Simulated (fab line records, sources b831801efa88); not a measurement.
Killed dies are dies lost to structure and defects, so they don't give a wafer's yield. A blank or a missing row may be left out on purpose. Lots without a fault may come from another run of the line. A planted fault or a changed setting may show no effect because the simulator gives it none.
Chamber matching | flow sky130 | SKY_LI_CONTACT_ETCH_14 on rie_diel-03: 4 sister chambers
The step etches BARC in N2/H2, stops on SiO2, time 45.9 s, target depth 60 nm. 8 wafers are shown with their chamber, then 12 later ones without.

WAFERS WITH THEIR CHAMBER
wafer  | chamber | drypump_motor_current_A (A) | throttle_valve_pct (%)
L083.5 | 3       | 6.3                         | 13.223
L083.6 | 2       | 6.5                         | 13.233
L084.1 | 1       | 5.9                         | 13.217
L084.2 | 3       | 6.4                         | 13.234
L084.4 | 0       | 6.2                         | 13.234
L087.3 | 0       | 6.2                         | 13.226
L087.4 | 1       | 5.9                         | 13.231
L087.6 | 2       | 6.5                         | 13.219

WAFERS WITHOUT THEIR CHAMBER
wafer  | drypump_motor_current_A (A) | throttle_valve_pct (%)
L090.1 | 6.1                         | 13.227
L090.2 | 6.3                         | 13.228
L090.6 | 6.3                         | 13.223
L091.1 | 6.1                         | 13.217
L091.3 | 6.3                         | 13.233
L091.4 | 6.5                         | 13.235
L092.1 | 6.3                         | 13.221
L092.4 | 5.9                         | 13.216
L092.6 | 6.5                         | 13.235
L093.1 | 5.9                         | 13.241
L093.2 | 6.4                         | 13.215
L093.4 | 6.4                         | 13.213

WHICH CHAMBER EACH WENT THROUGH
wafer  | from the rows above     | in truth
L090.1 | 0                       | 0
L090.2 | can't be placed: 3 or 0 | 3
L090.6 | can't be placed: 3 or 0 | 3
L091.1 | 0                       | 0
L091.3 | can't be placed: 3 or 0 | 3
L091.4 | 2                       | 2
L092.1 | can't be placed: 3 or 0 | 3
L092.4 | 1                       | 1
L092.6 | 2                       | 2
L093.1 | 1                       | 1
L093.2 | can't be placed: 3 or 2 | 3
L093.4 | can't be placed: 3 or 2 | 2
Placed correctly: 6 of 12. Can't be placed from these rows: 6 (the true chamber is among the candidates in 6). Placed wrongly: 0.
How it was worked out, from the rows above alone: a wafer's distance from a chamber is the root of the sum, over the readings, of the square of ((its reading less the chamber's mean) divided by the reading's scatter). The wafer belongs to the nearest chamber; if the next one is less than 2 further off, it can't be placed. A chamber's mean is the mean of its shown wafers. The scatter: the root of (the sum of the squares of (reading less its chamber's mean) over the shown wafers, divided by (wafers less chambers)).
